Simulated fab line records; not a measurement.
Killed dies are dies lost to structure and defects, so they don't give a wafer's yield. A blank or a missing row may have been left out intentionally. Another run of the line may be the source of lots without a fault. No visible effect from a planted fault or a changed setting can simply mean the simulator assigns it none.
Which tool is to blame? / flow gf180mcu / 7 lots, 21 wafers sampled, at 3 steps of a route of 602

== WHAT EACH GAUGE READ, for each wafer ==
GF_HV_LDD_THK_MEAS_55.
lot=L726; measured=day 14 03:08; on=film_metro-01; HV_LDD_CVD_54_THK (nm)=9.84 9.98 9.71
lot=L729; measured=day 15 03:35; on=film_metro-02; HV_LDD_CVD_54_THK (nm)=9.99 10.09 10.04
lot=L731; measured=day 15 19:57; on=film_metro-04; HV_LDD_CVD_54_THK (nm)=10.18 10.15 10.19
lot=L733; measured=day 16 10:53; on=film_metro-01; HV_LDD_CVD_54_THK (nm)=10.14 10.05 10.00
lot=L735; measured=day 17 03:38; on=film_metro-04; HV_LDD_CVD_54_THK (nm)=9.98 9.91 9.88
lot=L742; measured=day 19 12:37; on=film_metro-02; HV_LDD_CVD_54_THK (nm)=17.27 17.34 17.22
lot=L744; measured=day 20 04:19; on=film_metro-01; HV_LDD_CVD_54_THK (nm)=9.94 9.99 9.85

== TOOL THAT RAN EACH LOT (tool first, then ch and the chambers of the sampled wafers, then the start) ==
lot=L726; GF_POLY_GATE_ETCH_12=rie_diel-03 ch 0,1, day 10 17:04; GF_HV_LDD_CVD_54=lpcvd-02 ch 0, day 14 02:06
lot=L729; GF_POLY_GATE_ETCH_12=rie_diel-02 ch 0,2,3, day 11 14:19; GF_HV_LDD_CVD_54=lpcvd-01 ch 0, day 15 02:34
lot=L731; GF_POLY_GATE_ETCH_12=rie_diel-04 ch 0,1,3, day 12 04:51; GF_HV_LDD_CVD_54=lpcvd-02 ch 1, day 15 18:23
lot=L733; GF_POLY_GATE_ETCH_12=rie_diel-04 ch 1,2,3, day 12 15:07; GF_HV_LDD_CVD_54=lpcvd-01 ch 0, day 16 09:21
lot=L735; GF_POLY_GATE_ETCH_12=rie_diel-02 ch 1,2, day 13 09:22; GF_HV_LDD_CVD_54=lpcvd-02 ch 0, day 17 02:36
lot=L742; GF_POLY_GATE_ETCH_12=rie_diel-04 ch 1,2,3, day 15 11:16; GF_HV_LDD_CVD_54=lpcvd-02 ch 1, day 19 11:35
lot=L744; GF_POLY_GATE_ETCH_12=rie_diel-04 ch 1,2, day 16 01:07; GF_HV_LDD_CVD_54=lpcvd-01 ch 1, day 20 03:18
- GF_POLY_GATE_ETCH_12: etches BARC in N2/H2.
- GF_HV_LDD_CVD_54: deposits SiO2 from TEOS, target thk 10 nm, time 75 s.

== THE ANSWER, worked out from the rows above alone ==
Rule: what is usual is taken from the lots themselves. Put in order of their means at a reading, lots are off if they are a third of the lots or fewer, leave a main group of 4 or more, and stand apart from it by a gap of 3 or more times the standard deviation of the main group's means; of several such gaps the widest counts. A main group is skipped when, at the precision printed for the reading in the tables above, its means are all equal. Also off: a lot with no number at a reading for which 4 or more lots have one. Any other lot the step has rows for is counted as sound.
Off: L742, seen at GF_HV_LDD_THK_MEAS_55 (HV_LDD_CVD_54_THK). Mean 10.00 nm and standard deviation 0.11 in the main group.
A tool fits if, at a process step before that reading, it ran every lot that is off, and no sound lot after the first of them. The gauges at GF_HV_LDD_THK_MEAS_55 are tried like those tools. Can't be told from this: 2 tools fit, lpcvd-02 at GF_HV_LDD_CVD_54, film_metro-02 at GF_HV_LDD_THK_MEAS_55.

== WHAT THE SIMULATOR HAD INSERTED ==
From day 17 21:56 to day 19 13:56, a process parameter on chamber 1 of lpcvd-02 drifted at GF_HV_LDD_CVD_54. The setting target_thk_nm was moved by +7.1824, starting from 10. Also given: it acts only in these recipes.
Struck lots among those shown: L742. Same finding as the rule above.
